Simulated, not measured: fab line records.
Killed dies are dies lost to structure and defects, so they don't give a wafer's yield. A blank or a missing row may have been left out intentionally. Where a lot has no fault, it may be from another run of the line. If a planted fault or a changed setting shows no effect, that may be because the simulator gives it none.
Which of the tools did it?    flow sfq line    42 wafers from 14 lots sampled at 3 of the route's 325 steps

WHAT THE GAUGES SHOWED, per wafer
Not one reading of a measure or inspect step in the record can be checked against a usual standard deviation.

WHAT TOOL EACH LOT RAN ON (gives the tool, then ch and the chambers of the sampled wafers, and finally the start)
lot   SFQ_TRILAYER_I6_CMP_CMP_166    SFQ_TRILAYER_I6_METRO_MEASURE_167  SFQ_TRILAYER_I6_VIA_ETCH_VIA_ETCH_172
L293  cmp-02 ch 0,1, day 72 13:33    film metro-03, day 72 16:46        rie diel-03 ch 0,1,3, day 77 07:26
L294  cmp-02 ch 0,2,3, day 73 20:27  film metro-03, day 73 22:34        rie diel-03 ch 1,2,3, day 78 15:32
L295  cmp-02 ch 0,1, day 74 08:41    film metro-01, day 74 11:55        rie diel-02 ch 0,2,3, day 78 22:47
L297  cmp-02 ch 1,2,3, day 75 14:46  film metro-01, day 75 17:17        rie diel-02 ch 1,2,3, day 80 05:20
L298  cmp-02 ch 0,1,3, day 75 21:24  film metro-02, day 76 00:31        rie diel-01 ch 1,2,3, day 80 08:56
L302  cmp-01 ch 0,1,2, day 77 20:11  film metro-03, day 77 22:54        rie diel-01 ch 2,3, day 81 17:20
L307  cmp-02 ch 1,2,3, day 78 03:13  film metro-01, day 78 05:20        rie diel-03 ch 0,1, day 82 00:32
L308  cmp-01 ch 0,1, day 79 19:32    film metro-03, day 79 22:10        rie diel-01 ch 0,2,3, day 83 14:56
L309  cmp-02 ch 0,1,3, day 79 20:14  film metro-01, day 79 23:46        rie diel-03 ch 1,2,3, day 83 16:08
L311  cmp-02 ch 1,2, day 80 02:50    film metro-03, day 80 06:34        rie diel-02 ch 0,1,2, day 83 22:08
L312  cmp-01 ch 1,2, day 80 05:08    film metro-03, day 80 07:46        rie diel-01 ch 0,1, day 83 23:20
L313  cmp-02 ch 1,2,3, day 80 06:50  film metro-01, day 80 08:58        rie diel-03 ch 2,3, day 84 00:32
L314  cmp-02 ch 0,1,2, day 80 10:20  film metro-03, day 80 11:58        rie diel-02 ch 0,1,3, day 84 02:56
L315  cmp-02 ch 0,1, day 80 11:50    film metro-01, day 80 15:10        rie diel-01 ch 1,2, day 84 05:20
- SFQ_TRILAYER_I6_CMP_CMP_166: polishes SiO2.
- SFQ_TRILAYER_I6_METRO_MEASURE_167
- SFQ_TRILAYER_I6_VIA_ETCH_VIA_ETCH_172: etches SiO2 in CHF3, stops on Nb, target depth 260 nm.

WHAT THE TOOLS THEMSELVES READ (means of the sampled wafers that have a number; where no wafer has one, the mark that the record gives instead)
SFQ_TRILAYER_I6_CMP_CMP_166. Usual: edge zone pressure frac 0.999, standard deviation 0.0048; head pressure psi 3.000 psi, standard deviation 0.0061; motor current A 9.8 A, standard deviation 0.82; platen rpm 60.01 rpm, standard deviation 0.04; time to endpoint s 211 s, standard deviation 5.9.
lot   tool    edge zone pressure frac  head pressure psi (psi)  motor current A (A)  platen rpm (rpm)  time to endpoint s (s)  flag
L293  cmp-02  1.000                    3.004                    10.5                 59.96             209                     
L294  cmp-02  1.000                    3.001                    10.1                 59.97             217                     
L295  cmp-02  0.996                    2.996                    10.4                 60.00             215                     
L297  cmp-02  -                        -                        -                    -                 -                       OFF
L298  cmp-02  -                        -                        -                    -                 -                       OFF
L302  cmp-01  1.004                    2.996                    9.1                  60.01             204                     
L307  cmp-02  1.002                    2.998                    10.6                 60.01             221                     
L308  cmp-01  1.000                    3.000                    8.4                  60.04             205                     
L309  cmp-02  1.000                    2.999                    10.4                 59.99             211                     
L311  cmp-02  1.002                    2.996                    10.1                 60.00             210                     
L312  cmp-01  0.998                    3.000                    9.4                  60.01             214                     
L313  cmp-02  1.001                    3.001                    10.4                 59.98             213                     
L314  cmp-02  0.999                    2.997                    9.9                  60.03             208                     
L315  cmp-02  0.998                    3.008                    9.9                  60.02             214                     

SFQ_TRILAYER_I6_METRO_MEASURE_167. Usual: thk nm reads 199.5 nm (standard deviation 1).
lot   tool           thk nm (nm)  flag
L293  film metro-03  198.3        
L294  film metro-03  199.9        
L295  film metro-01  200.1        
L297  film metro-01  494.9        OFF
L298  film metro-02  494.0        OFF
L302  film metro-03  199.7        
L307  film metro-01  199.4        
L308  film metro-03  198.8        
L309  film metro-01  198.1        
L311  film metro-03  199.0        
L312  film metro-03  200.1        
L313  film metro-01  200.1        
L314  film metro-03  198.2        
L315  film metro-01  200.3        

SFQ_TRILAYER_I6_VIA_ETCH_VIA_ETCH_172. Usual: chamber pressure mTorr 30.001 mTorr, standard deviation 0.027; drypump motor current A 5.7 A, standard deviation 0.4; oes product au 0.853 a.u., standard deviation 0.0057.
lot   tool         chamber pressure mTorr (mTorr)  drypump motor current A (A)  oes product au (a.u.)  flag
L293  rie diel-03  30.008                          5.6                          0.849                  
L294  rie diel-03  29.980                          5.3                          0.847                  
L295  rie diel-02  29.994                          6.0                          0.855                  
L297  rie diel-02  29.987                          5.8                          1.611                  OFF
L298  rie diel-01  30.015                          5.4                          1.619                  OFF
L302  rie diel-01  30.014                          5.5                          0.854                  
L307  rie diel-03  29.995                          5.6                          0.854                  
L308  rie diel-01  30.025                          5.7                          0.853                  
L309  rie diel-03  30.004                          5.3                          0.845                  
L311  rie diel-02  29.956                          5.7                          0.855                  
L312  rie diel-01  29.998                          5.7                          0.854                  
L313  rie diel-03  30.019                          5.4                          0.854                  
L314  rie diel-02  29.983                          5.7                          0.852                  
L315  rie diel-01  30.006                          5.5                          0.855                  

THE ANSWER, worked out from the rows above alone
Rule: lot off if the mean of its wafers having a number is beyond 3 standard deviations from the usual mean. A lot without any number at a reading at which 4 lots or more have one is off too. The other lots that the step has rows for count as sound. Order of review: gauges by route order, followed by the tools' own readings, for which a lot's mean as printed above is used. At the first step where some lot is off, the reading lying furthest off is the one used; lots without a number count as furthest.
Off: L297, L298 (SFQ_TRILAYER_I6_CMP_CMP_166, edge zone pressure frac). Without a number there: L297, L298.
A tool fits if, at that step or a process step before it, it ran every lot that is off, and no sound lot after the first of them. None of those tried fits.

WHAT WAS PUT IN BY THE SIMULATOR
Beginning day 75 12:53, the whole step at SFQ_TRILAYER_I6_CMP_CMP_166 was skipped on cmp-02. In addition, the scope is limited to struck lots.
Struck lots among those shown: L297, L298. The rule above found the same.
